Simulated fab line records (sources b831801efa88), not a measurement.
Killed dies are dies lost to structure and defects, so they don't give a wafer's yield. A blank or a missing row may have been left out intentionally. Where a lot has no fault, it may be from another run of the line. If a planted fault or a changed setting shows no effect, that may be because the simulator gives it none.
Which tool was responsible? || flow sky130 || 72 wafers from 24 lots sampled at 6 of the route's 708 steps

WHAT THE GAUGES SHOWED, per wafer
SKY_LDD_N_TW_MEAS_17.
{"lot": "L075", "measured": "day 17 17:03", "on": "film-metro-03", "LDD_N_TW": "2568 2577 2578"}
{"lot": "L074", "measured": "day 17 18:27", "on": "film-metro-02", "LDD_N_TW": "2547 2540 2555"}
{"lot": "L076", "measured": "day 18 13:50", "on": "film-metro-02", "LDD_N_TW": "2537 2540 2533"}
{"lot": "L077", "measured": "day 18 19:50", "on": "film-metro-02", "LDD_N_TW": "2533 2522 2535"}
{"lot": "L078", "measured": "day 19 14:52", "on": "film-metro-02", "LDD_N_TW": "2536 2532 2539"}
{"lot": "L080", "measured": "day 20 16:21", "on": "film-metro-03", "LDD_N_TW": "2598 2608 2598"}
{"lot": "L079", "measured": "day 20 17:43", "on": "film-metro-03", "LDD_N_TW": "2609 2594 2594"}
{"lot": "L081", "measured": "day 20 20:14", "on": "film-metro-02", "LDD_N_TW": "2573 2555 2563"}
{"lot": "L082", "measured": "day 21 00:50", "on": "film-metro-04", "LDD_N_TW": "2627 2623 2641"}
{"lot": "L083", "measured": "day 21 06:09", "on": "film-metro-04", "LDD_N_TW": "2621 2616 2616"}
{"lot": "L084", "measured": "day 21 14:59", "on": "film-metro-03", "LDD_N_TW": "2574 2588 2579"}
{"lot": "L085", "measured": "day 22 11:39", "on": "film-metro-02", "LDD_N_TW": "2557 2558 2559"}
{"lot": "L086", "measured": "day 22 12:35", "on": "film-metro-04", "LDD_N_TW": "2613 2601 2594"}
{"lot": "L087", "measured": "day 23 05:08", "on": "film-metro-03", "LDD_N_TW": "2594 2581 2590"}
{"lot": "L088", "measured": "day 23 14:08", "on": "film-metro-04", "LDD_N_TW": "2595 2610 2599"}
{"lot": "L089", "measured": "day 23 14:49", "on": "film-metro-03", "LDD_N_TW": "2599 2593 2601"}
{"lot": "L090", "measured": "day 24 02:05", "on": "film-metro-03", "LDD_N_TW": "2612 2608 2601"}
{"lot": "L091", "measured": "day 24 04:58", "on": "film-metro-04", "LDD_N_TW": "2592 2598 2598"}
{"lot": "L092", "measured": "day 24 09:50", "on": "film-metro-03", "LDD_N_TW": "2608 2599 2608"}
{"lot": "L093", "measured": "day 24 23:42", "on": "film-metro-03", "LDD_N_TW": "2613 2623 2617"}
{"lot": "L094", "measured": "day 25 08:38", "on": "film-metro-04", "LDD_N_TW": "2594 2599 2596"}
{"lot": "L095", "measured": "day 25 09:35", "on": "film-metro-04", "LDD_N_TW": "2615 2585 2603"}
{"lot": "L096", "measured": "day 25 16:30", "on": "film-metro-04", "LDD_N_TW": "2586 2593 2607"}
{"lot": "L097", "measured": "day 26 07:01", "on": "film-metro-03", "LDD_N_TW": "2594 2610 2610"}

SKY_VIA3_CD_MEAS_12: the cd target is 200 nm.
{"lot": "L075", "measured": "day 39 07:41", "on": "cd-sem-01", "cd-nm (nm)": "199.5 199.2 198.6"}
{"lot": "L074", "measured": "day 39 08:57", "on": "cd-sem-02", "cd-nm (nm)": "200.0 199.4 199.6"}
{"lot": "L076", "measured": "day 40 00:18", "on": "cd-sem-02", "cd-nm (nm)": "198.3 199.3 199.5"}
{"lot": "L077", "measured": "day 40 06:26", "on": "cd-sem-02", "cd-nm (nm)": "199.9 200.0 199.6"}
{"lot": "L078", "measured": "day 40 20:37", "on": "cd-sem-01", "cd-nm (nm)": "198.3 197.2 196.9"}
{"lot": "L080", "measured": "day 41 15:58", "on": "cd-sem-01", "cd-nm (nm)": "197.5 196.7 197.6"}
{"lot": "L079", "measured": "day 41 16:56", "on": "cd-sem-02", "cd-nm (nm)": "202.1 201.3 202.0"}
{"lot": "L081", "measured": "day 41 23:19", "on": "cd-sem-02", "cd-nm (nm)": "200.2 201.0 199.9"}
{"lot": "L082", "measured": "day 42 01:13", "on": "cd-sem-01", "cd-nm (nm)": "200.1 201.0 198.9"}
{"lot": "L083", "measured": "day 42 06:25", "on": "cd-sem-02", "cd-nm (nm)": "200.9 200.5 199.7"}
{"lot": "L084", "measured": "day 42 10:25", "on": "cd-sem-02", "cd-nm (nm)": "201.5 201.0 200.2"}
{"lot": "L085", "measured": "day 43 01:17", "on": "cd-sem-01", "cd-nm (nm)": "200.8 201.5 200.3"}
{"lot": "L086", "measured": "day 43 07:25", "on": "cd-sem-02", "cd-nm (nm)": "201.2 200.4 201.1"}
{"lot": "L087", "measured": "day 43 16:33", "on": "cd-sem-02", "cd-nm (nm)": "200.5 201.3 201.3"}
{"lot": "L088", "measured": "day 43 19:42", "on": "cd-sem-02", "cd-nm (nm)": "200.1 201.3 200.6"}
{"lot": "L089", "measured": "day 43 21:22", "on": "cd-sem-02", "cd-nm (nm)": "198.4 198.4 200.0"}
{"lot": "L090", "measured": "day 44 09:21", "on": "cd-sem-02", "cd-nm (nm)": "200.3 199.8 200.1"}
{"lot": "L091", "measured": "day 44 10:15", "on": "cd-sem-01", "cd-nm (nm)": "201.2 201.8 200.7"}
{"lot": "L092", "measured": "day 44 13:30", "on": "cd-sem-01", "cd-nm (nm)": "201.6 201.1 200.4"}
{"lot": "L093", "measured": "day 44 19:50", "on": "cd-sem-02", "cd-nm (nm)": "199.9 199.9 201.9"}
{"lot": "L094", "measured": "day 45 04:26", "on": "cd-sem-02", "cd-nm (nm)": "199.6 198.7 198.9"}
{"lot": "L095", "measured": "day 45 06:02", "on": "cd-sem-01", "cd-nm (nm)": "201.7 201.7 202.1"}
{"lot": "L096", "measured": "day 45 09:13", "on": "cd-sem-01", "cd-nm (nm)": "199.0 199.3 199.9"}
{"lot": "L097", "measured": "day 45 15:41", "on": "cd-sem-01", "cd-nm (nm)": "198.4 197.3 198.5"}

WHICH TOOL RAN EACH LOT (tool, then ch and the chambers of the sampled wafers, then the start)
{"lot": "L075", "SKY_POLY_GATE_STRIP_18": "plasma-asher-03 ch 0,1, day 16 09:31", "SKY_LI_CONTACT_SPUTTER_19": "pvd-sputter-02, day 29 01:37", "SKY_METAL1_SPUTTER_01": "pvd-sputter-01, day 31 07:40", "SKY_VIA2_SPUTTER_20": "pvd-sputter-04, day 36 01:01"}
{"lot": "L074", "SKY_POLY_GATE_STRIP_18": "plasma-asher-04 ch 0,1, day 16 11:14", "SKY_LI_CONTACT_SPUTTER_19": "pvd-sputter-03, day 29 02:52", "SKY_METAL1_SPUTTER_01": "pvd-sputter-04, day 31 09:05", "SKY_VIA2_SPUTTER_20": "pvd-sputter-02, day 36 02:15"}
{"lot": "L076", "SKY_POLY_GATE_STRIP_18": "plasma-asher-03 ch 0,1, day 17 05:08", "SKY_LI_CONTACT_SPUTTER_19": "pvd-sputter-02, day 29 19:55", "SKY_METAL1_SPUTTER_01": "pvd-sputter-03, day 32 04:56", "SKY_VIA2_SPUTTER_20": "pvd-sputter-04, day 36 18:50"}
{"lot": "L077", "SKY_POLY_GATE_STRIP_18": "plasma-asher-03 ch 0,1, day 17 09:28", "SKY_LI_CONTACT_SPUTTER_19": "pvd-sputter-01, day 29 23:13", "SKY_METAL1_SPUTTER_01": "pvd-sputter-04, day 32 08:23", "SKY_VIA2_SPUTTER_20": "pvd-sputter-02, day 36 23:30"}
{"lot": "L078", "SKY_POLY_GATE_STRIP_18": "plasma-asher-04 ch 0,1, day 18 03:29", "SKY_LI_CONTACT_SPUTTER_19": "pvd-sputter-02, day 30 14:34", "SKY_METAL1_SPUTTER_01": "pvd-sputter-01, day 33 01:18", "SKY_VIA2_SPUTTER_20": "pvd-sputter-03, day 37 16:38"}
{"lot": "L080", "SKY_POLY_GATE_STRIP_18": "plasma-asher-04 ch 0,1, day 19 00:02", "SKY_LI_CONTACT_SPUTTER_19": "pvd-sputter-03, day 31 14:19", "SKY_METAL1_SPUTTER_01": "pvd-sputter-01, day 33 21:31", "SKY_VIA2_SPUTTER_20": "pvd-sputter-04, day 38 11:55"}
{"lot": "L079", "SKY_POLY_GATE_STRIP_18": "plasma-asher-02 ch 0,1, day 19 00:07", "SKY_LI_CONTACT_SPUTTER_19": "pvd-sputter-02, day 31 16:22", "SKY_METAL1_SPUTTER_01": "pvd-sputter-04, day 34 00:13", "SKY_VIA2_SPUTTER_20": "pvd-sputter-03, day 38 12:57"}
{"lot": "L081", "SKY_POLY_GATE_STRIP_18": "plasma-asher-02 ch 0,1, day 19 09:17", "SKY_LI_CONTACT_SPUTTER_19": "pvd-sputter-02, day 31 20:13", "SKY_METAL1_SPUTTER_01": "pvd-sputter-04, day 34 05:42", "SKY_VIA2_SPUTTER_20": "pvd-sputter-03, day 38 19:02"}
{"lot": "L082", "SKY_POLY_GATE_STRIP_18": "plasma-asher-04 ch 0,1, day 19 13:29", "SKY_LI_CONTACT_SPUTTER_19": "pvd-sputter-03, day 31 22:22", "SKY_METAL1_SPUTTER_01": "pvd-sputter-04, day 34 08:02", "SKY_VIA2_SPUTTER_20": "pvd-sputter-03, day 38 20:41"}
{"lot": "L083", "SKY_POLY_GATE_STRIP_18": "plasma-asher-03 ch 0,1, day 19 20:59", "SKY_LI_CONTACT_SPUTTER_19": "pvd-sputter-01, day 32 04:58", "SKY_METAL1_SPUTTER_01": "pvd-sputter-01, day 34 14:09", "SKY_VIA2_SPUTTER_20": "pvd-sputter-03, day 39 02:34"}
{"lot": "L084", "SKY_POLY_GATE_STRIP_18": "plasma-asher-04 ch 0,1, day 20 05:47", "SKY_LI_CONTACT_SPUTTER_19": "pvd-sputter-02, day 32 08:58", "SKY_METAL1_SPUTTER_01": "pvd-sputter-03, day 34 17:22", "SKY_VIA2_SPUTTER_20": "pvd-sputter-03, day 39 06:06"}
{"lot": "L085", "SKY_POLY_GATE_STRIP_18": "plasma-asher-04 ch 0,1, day 21 02:14", "SKY_LI_CONTACT_SPUTTER_19": "pvd-sputter-01, day 33 02:58", "SKY_METAL1_SPUTTER_01": "pvd-sputter-01, day 35 11:50", "SKY_VIA2_SPUTTER_20": "pvd-sputter-03, day 39 22:06"}
{"lot": "L086", "SKY_POLY_GATE_STRIP_18": "plasma-asher-03 ch 0,1, day 21 03:14", "SKY_LI_CONTACT_SPUTTER_19": "pvd-sputter-01, day 33 03:58", "SKY_METAL1_SPUTTER_01": "pvd-sputter-04, day 35 14:55", "SKY_VIA2_SPUTTER_20": "pvd-sputter-04, day 40 03:09"}
{"lot": "L087", "SKY_POLY_GATE_STRIP_18": "plasma-asher-03 ch 0,1, day 21 20:22", "SKY_LI_CONTACT_SPUTTER_19": "pvd-sputter-03, day 33 18:11", "SKY_METAL1_SPUTTER_01": "pvd-sputter-04, day 36 03:18", "SKY_VIA2_SPUTTER_20": "pvd-sputter-04, day 40 12:26"}
{"lot": "L088", "SKY_POLY_GATE_STRIP_18": "plasma-asher-04 ch 0,1, day 22 05:11", "SKY_LI_CONTACT_SPUTTER_19": "pvd-sputter-03, day 34 01:34", "SKY_METAL1_SPUTTER_01": "pvd-sputter-04, day 36 09:40", "SKY_VIA2_SPUTTER_20": "pvd-sputter-04, day 40 19:15"}
{"lot": "L089", "SKY_POLY_GATE_STRIP_18": "plasma-asher-02 ch 0,1, day 22 05:52", "SKY_LI_CONTACT_SPUTTER_19": "pvd-sputter-01, day 34 04:04", "SKY_METAL1_SPUTTER_01": "pvd-sputter-04, day 36 12:08", "SKY_VIA2_SPUTTER_20": "pvd-sputter-04, day 40 20:34"}
{"lot": "L090", "SKY_POLY_GATE_STRIP_18": "plasma-asher-03 ch 0,1, day 22 16:59", "SKY_LI_CONTACT_SPUTTER_19": "pvd-sputter-02, day 34 14:25", "SKY_METAL1_SPUTTER_01": "pvd-sputter-04, day 36 23:12", "SKY_VIA2_SPUTTER_20": "pvd-sputter-03, day 41 07:25"}
{"lot": "L091", "SKY_POLY_GATE_STRIP_18": "plasma-asher-03 ch 0,1, day 22 20:20", "SKY_LI_CONTACT_SPUTTER_19": "pvd-sputter-01, day 34 16:13", "SKY_METAL1_SPUTTER_01": "pvd-sputter-01, day 37 01:40", "SKY_VIA2_SPUTTER_20": "pvd-sputter-03, day 41 09:27"}
{"lot": "L092", "SKY_POLY_GATE_STRIP_18": "plasma-asher-03 ch 0,1, day 23 00:16", "SKY_LI_CONTACT_SPUTTER_19": "pvd-sputter-02, day 34 18:50", "SKY_METAL1_SPUTTER_01": "pvd-sputter-04, day 37 04:11", "SKY_VIA2_SPUTTER_20": "pvd-sputter-04, day 41 12:52"}
{"lot": "L093", "SKY_POLY_GATE_STRIP_18": "plasma-asher-04 ch 0,1, day 23 15:19", "SKY_LI_CONTACT_SPUTTER_19": "pvd-sputter-03, day 35 09:25", "SKY_METAL1_SPUTTER_01": "pvd-sputter-04, day 37 17:01", "SKY_VIA2_SPUTTER_20": "pvd-sputter-03, day 41 22:55"}
{"lot": "L094", "SKY_POLY_GATE_STRIP_18": "plasma-asher-04 ch 0,1, day 23 23:56", "SKY_LI_CONTACT_SPUTTER_19": "pvd-sputter-02, day 35 17:16", "SKY_METAL1_SPUTTER_01": "pvd-sputter-01, day 38 00:41", "SKY_VIA2_SPUTTER_20": "pvd-sputter-03, day 42 07:41"}
{"lot": "L095", "SKY_POLY_GATE_STRIP_18": "plasma-asher-02 ch 0,1, day 24 01:04", "SKY_LI_CONTACT_SPUTTER_19": "pvd-sputter-03, day 35 18:34", "SKY_METAL1_SPUTTER_01": "pvd-sputter-04, day 38 01:30", "SKY_VIA2_SPUTTER_20": "pvd-sputter-04, day 42 10:10"}
{"lot": "L096", "SKY_POLY_GATE_STRIP_18": "plasma-asher-03 ch 0,1, day 24 08:02", "SKY_LI_CONTACT_SPUTTER_19": "pvd-sputter-01, day 36 00:05", "SKY_METAL1_SPUTTER_01": "pvd-sputter-04, day 38 07:02", "SKY_VIA2_SPUTTER_20": "pvd-sputter-03, day 42 13:46"}
{"lot": "L097", "SKY_POLY_GATE_STRIP_18": "plasma-asher-02 ch 0,1, day 24 20:52", "SKY_LI_CONTACT_SPUTTER_19": "pvd-sputter-02, day 36 10:25", "SKY_METAL1_SPUTTER_01": "pvd-sputter-01, day 38 16:42", "SKY_VIA2_SPUTTER_20": "pvd-sputter-03, day 42 20:40"}
- SKY_POLY_GATE_STRIP_18: strips in O2/N2.
- SKY_LI_CONTACT_SPUTTER_19: material Ti, target thk 20 nm, time 106.37 s.
- SKY_METAL1_SPUTTER_01: material TiN, target thk 20 nm, time 16.7 s.
- SKY_VIA2_SPUTTER_20: material TiN, target thk 20 nm, time 80 s.

AS READ BY THE TOOLS THEMSELVES (means over the sampled wafers that have a number; for cases with no such wafer, the mark the record gives instead)
SKY_POLY_GATE_STRIP_18.
{"lot": "L075", "tool": "plasma-asher-03", "drypump-motor-current-A (A)": 5.3, "oes-product-au (a.u.)": 0.362, "strip-time-to-endpoint-s (s)": 3.18}
{"lot": "L074", "tool": "plasma-asher-04", "drypump-motor-current-A (A)": 5.6, "oes-product-au (a.u.)": 0.357, "strip-time-to-endpoint-s (s)": 3.17}
{"lot": "L076", "tool": "plasma-asher-03", "drypump-motor-current-A (A)": 5.7, "oes-product-au (a.u.)": 0.362, "strip-time-to-endpoint-s (s)": 3.20}
{"lot": "L077", "tool": "plasma-asher-03", "drypump-motor-current-A (A)": 5.7, "oes-product-au (a.u.)": 0.355, "strip-time-to-endpoint-s (s)": 3.16}
{"lot": "L078", "tool": "plasma-asher-04", "drypump-motor-current-A (A)": 5.6, "oes-product-au (a.u.)": 0.356, "strip-time-to-endpoint-s (s)": 3.16}
{"lot": "L080", "tool": "plasma-asher-04", "drypump-motor-current-A (A)": 5.6, "oes-product-au (a.u.)": 0.368, "strip-time-to-endpoint-s (s)": 3.18}
{"lot": "L079", "tool": "plasma-asher-02", "drypump-motor-current-A (A)": 6.2, "oes-product-au (a.u.)": 0.361, "strip-time-to-endpoint-s (s)": 3.15}
{"lot": "L081", "tool": "plasma-asher-02", "drypump-motor-current-A (A)": 6.2, "oes-product-au (a.u.)": 0.362, "strip-time-to-endpoint-s (s)": 3.17}
{"lot": "L082", "tool": "plasma-asher-04", "drypump-motor-current-A (A)": 6.0, "oes-product-au (a.u.)": 0.361, "strip-time-to-endpoint-s (s)": 3.20}
{"lot": "L083", "tool": "plasma-asher-03", "drypump-motor-current-A (A)": 5.7, "oes-product-au (a.u.)": 0.366, "strip-time-to-endpoint-s (s)": 3.17}
{"lot": "L084", "tool": "plasma-asher-04", "drypump-motor-current-A (A)": 5.6, "oes-product-au (a.u.)": 0.362, "strip-time-to-endpoint-s (s)": 3.19}
{"lot": "L085", "tool": "plasma-asher-04", "drypump-motor-current-A (A)": 5.7, "oes-product-au (a.u.)": 0.359, "strip-time-to-endpoint-s (s)": 3.16}
{"lot": "L086", "tool": "plasma-asher-03", "drypump-motor-current-A (A)": 5.7, "oes-product-au (a.u.)": 0.357, "strip-time-to-endpoint-s (s)": 3.15}
{"lot": "L087", "tool": "plasma-asher-03", "drypump-motor-current-A (A)": 5.3, "oes-product-au (a.u.)": 0.358, "strip-time-to-endpoint-s (s)": 3.16}
{"lot": "L088", "tool": "plasma-asher-04", "drypump-motor-current-A (A)": 5.7, "oes-product-au (a.u.)": 0.365, "strip-time-to-endpoint-s (s)": 3.14}
{"lot": "L089", "tool": "plasma-asher-02", "drypump-motor-current-A (A)": 5.7, "oes-product-au (a.u.)": 0.365, "strip-time-to-endpoint-s (s)": 3.20}
{"lot": "L090", "tool": "plasma-asher-03", "drypump-motor-current-A (A)": 5.3, "oes-product-au (a.u.)": 0.358, "strip-time-to-endpoint-s (s)": 3.15}
{"lot": "L091", "tool": "plasma-asher-03", "drypump-motor-current-A (A)": 5.3, "oes-product-au (a.u.)": 0.361, "strip-time-to-endpoint-s (s)": 3.15}
{"lot": "L092", "tool": "plasma-asher-03", "drypump-motor-current-A (A)": 5.3, "oes-product-au (a.u.)": 0.361, "strip-time-to-endpoint-s (s)": 3.16}
{"lot": "L093", "tool": "plasma-asher-04", "drypump-motor-current-A (A)": 6.0, "oes-product-au (a.u.)": 0.365, "strip-time-to-endpoint-s (s)": 3.15}
{"lot": "L094", "tool": "plasma-asher-04", "drypump-motor-current-A (A)": 5.6, "oes-product-au (a.u.)": 0.364, "strip-time-to-endpoint-s (s)": 3.20}
{"lot": "L095", "tool": "plasma-asher-02", "drypump-motor-current-A (A)": 6.2, "oes-product-au (a.u.)": 0.362, "strip-time-to-endpoint-s (s)": 3.19}
{"lot": "L096", "tool": "plasma-asher-03", "drypump-motor-current-A (A)": 5.3, "oes-product-au (a.u.)": 0.354, "strip-time-to-endpoint-s (s)": 3.13}
{"lot": "L097", "tool": "plasma-asher-02", "drypump-motor-current-A (A)": 5.7, "oes-product-au (a.u.)": 0.360, "strip-time-to-endpoint-s (s)": 3.13}

SKY_LI_CONTACT_SPUTTER_19.
{"lot": "L075", "tool": "pvd-sputter-02", "throttle-valve-pct (%)": 30.7}
{"lot": "L074", "tool": "pvd-sputter-03", "throttle-valve-pct (%)": 29.8}
{"lot": "L076", "tool": "pvd-sputter-02", "throttle-valve-pct (%)": 30.7}
{"lot": "L077", "tool": "pvd-sputter-01", "throttle-valve-pct (%)": 29.4}
{"lot": "L078", "tool": "pvd-sputter-02", "throttle-valve-pct (%)": 30.4}
{"lot": "L080", "tool": "pvd-sputter-03", "throttle-valve-pct (%)": 31.7}
{"lot": "L079", "tool": "pvd-sputter-02", "throttle-valve-pct (%)": 30.4}
{"lot": "L081", "tool": "pvd-sputter-02", "throttle-valve-pct (%)": 30.3}
{"lot": "L082", "tool": "pvd-sputter-03", "throttle-valve-pct (%)": 30.1}
{"lot": "L083", "tool": "pvd-sputter-01", "throttle-valve-pct (%)": 29.7}
{"lot": "L084", "tool": "pvd-sputter-02", "throttle-valve-pct (%)": 29.9}
{"lot": "L085", "tool": "pvd-sputter-01", "throttle-valve-pct (%)": 29.3}
{"lot": "L086", "tool": "pvd-sputter-01", "throttle-valve-pct (%)": 29.3}
{"lot": "L087", "tool": "pvd-sputter-03", "throttle-valve-pct (%)": 30.0}
{"lot": "L088", "tool": "pvd-sputter-03", "throttle-valve-pct (%)": 31.2}
{"lot": "L089", "tool": "pvd-sputter-01", "throttle-valve-pct (%)": 29.5}
{"lot": "L090", "tool": "pvd-sputter-02", "throttle-valve-pct (%)": 30.6}
{"lot": "L091", "tool": "pvd-sputter-01", "throttle-valve-pct (%)": 29.6}
{"lot": "L092", "tool": "pvd-sputter-02", "throttle-valve-pct (%)": 30.3}
{"lot": "L093", "tool": "pvd-sputter-03", "throttle-valve-pct (%)": 30.9}
{"lot": "L094", "tool": "pvd-sputter-02", "throttle-valve-pct (%)": 30.1}
{"lot": "L095", "tool": "pvd-sputter-03", "throttle-valve-pct (%)": 30.9}
{"lot": "L096", "tool": "pvd-sputter-01", "throttle-valve-pct (%)": 29.3}
{"lot": "L097", "tool": "pvd-sputter-02", "throttle-valve-pct (%)": 30.0}

SKY_METAL1_SPUTTER_01.
{"lot": "L075", "tool": "pvd-sputter-01", "throttle-valve-pct (%)": 29.2}
{"lot": "L074", "tool": "pvd-sputter-04", "throttle-valve-pct (%)": 29.7}
{"lot": "L076", "tool": "pvd-sputter-03", "throttle-valve-pct (%)": 30.0}
{"lot": "L077", "tool": "pvd-sputter-04", "throttle-valve-pct (%)": 29.7}
{"lot": "L078", "tool": "pvd-sputter-01", "throttle-valve-pct (%)": 29.3}
{"lot": "L080", "tool": "pvd-sputter-01", "throttle-valve-pct (%)": 29.1}
{"lot": "L079", "tool": "pvd-sputter-04", "throttle-valve-pct (%)": 29.3}
{"lot": "L081", "tool": "pvd-sputter-04", "throttle-valve-pct (%)": 29.8}
{"lot": "L082", "tool": "pvd-sputter-04", "throttle-valve-pct (%)": 30.5}
{"lot": "L083", "tool": "pvd-sputter-01", "throttle-valve-pct (%)": 29.2}
{"lot": "L084", "tool": "pvd-sputter-03", "throttle-valve-pct (%)": 30.1}
{"lot": "L085", "tool": "pvd-sputter-01", "throttle-valve-pct (%)": 29.5}
{"lot": "L086", "tool": "pvd-sputter-04", "throttle-valve-pct (%)": 30.1}
{"lot": "L087", "tool": "pvd-sputter-04", "throttle-valve-pct (%)": 29.8}
{"lot": "L088", "tool": "pvd-sputter-04", "throttle-valve-pct (%)": 30.1}
{"lot": "L089", "tool": "pvd-sputter-04", "throttle-valve-pct (%)": 30.3}
{"lot": "L090", "tool": "pvd-sputter-04", "throttle-valve-pct (%)": 29.6}
{"lot": "L091", "tool": "pvd-sputter-01", "throttle-valve-pct (%)": 29.3}
{"lot": "L092", "tool": "pvd-sputter-04", "throttle-valve-pct (%)": 30.0}
{"lot": "L093", "tool": "pvd-sputter-04", "throttle-valve-pct (%)": 29.5}
{"lot": "L094", "tool": "pvd-sputter-01", "throttle-valve-pct (%)": 29.6}
{"lot": "L095", "tool": "pvd-sputter-04", "throttle-valve-pct (%)": 29.3}
{"lot": "L096", "tool": "pvd-sputter-04", "throttle-valve-pct (%)": 30.3}
{"lot": "L097", "tool": "pvd-sputter-01", "throttle-valve-pct (%)": 29.2}

SKY_VIA2_SPUTTER_20.
{"lot": "L075", "tool": "pvd-sputter-04", "throttle-valve-pct (%)": 29.4}
{"lot": "L074", "tool": "pvd-sputter-02", "throttle-valve-pct (%)": 30.1}
{"lot": "L076", "tool": "pvd-sputter-04", "throttle-valve-pct (%)": 29.5}
{"lot": "L077", "tool": "pvd-sputter-02", "throttle-valve-pct (%)": 30.8}
{"lot": "L078", "tool": "pvd-sputter-03", "throttle-valve-pct (%)": 31.3}
{"lot": "L080", "tool": "pvd-sputter-04", "throttle-valve-pct (%)": 30.1}
{"lot": "L079", "tool": "pvd-sputter-03", "throttle-valve-pct (%)": 31.0}
{"lot": "L081", "tool": "pvd-sputter-03", "throttle-valve-pct (%)": 30.3}
{"lot": "L082", "tool": "pvd-sputter-03", "throttle-valve-pct (%)": 31.0}
{"lot": "L083", "tool": "pvd-sputter-03", "throttle-valve-pct (%)": 30.2}
{"lot": "L084", "tool": "pvd-sputter-03", "throttle-valve-pct (%)": 30.4}
{"lot": "L085", "tool": "pvd-sputter-03", "throttle-valve-pct (%)": 29.9}
{"lot": "L086", "tool": "pvd-sputter-04", "throttle-valve-pct (%)": 30.5}
{"lot": "L087", "tool": "pvd-sputter-04", "throttle-valve-pct (%)": 30.1}
{"lot": "L088", "tool": "pvd-sputter-04", "throttle-valve-pct (%)": 29.3}
{"lot": "L089", "tool": "pvd-sputter-04", "throttle-valve-pct (%)": 29.7}
{"lot": "L090", "tool": "pvd-sputter-03", "throttle-valve-pct (%)": 31.3}
{"lot": "L091", "tool": "pvd-sputter-03", "throttle-valve-pct (%)": 30.0}
{"lot": "L092", "tool": "pvd-sputter-04", "throttle-valve-pct (%)": 29.5}
{"lot": "L093", "tool": "pvd-sputter-03", "throttle-valve-pct (%)": 29.8}
{"lot": "L094", "tool": "pvd-sputter-03", "throttle-valve-pct (%)": 30.9}
{"lot": "L095", "tool": "pvd-sputter-04", "throttle-valve-pct (%)": 29.5}
{"lot": "L096", "tool": "pvd-sputter-03", "throttle-valve-pct (%)": 29.8}
{"lot": "L097", "tool": "pvd-sputter-03", "throttle-valve-pct (%)": 30.6}

THE ANSWER, worked out from the rows above alone
Rule: the lots themselves supply what counts as usual. The widest of any qualifying gaps counts: lots, ordered by their means at a reading, are off when they make up no more than a third of the lots, leave a main group of 4 or more, and stand apart from it by 3 or more times the standard deviation of that group's means. A main group whose means are all the same, to the digits that the tables above print for the reading, isn't used. Also off: a lot with no number at a reading for which 4 or more lots have one. Where the step has rows for the other lots, those lots are counted as sound. The gauges are gone through in route order, then the tools' own readings, and for those a lot's mean is taken as printed above. The first step at which some lot is off is used, and at that step the reading that is off furthest; a lot without a number counts as furthest.
No lot is off at any reading shown: from this, nothing can be told.

WHAT HAD BEEN PUT IN BY THE SIMULATOR
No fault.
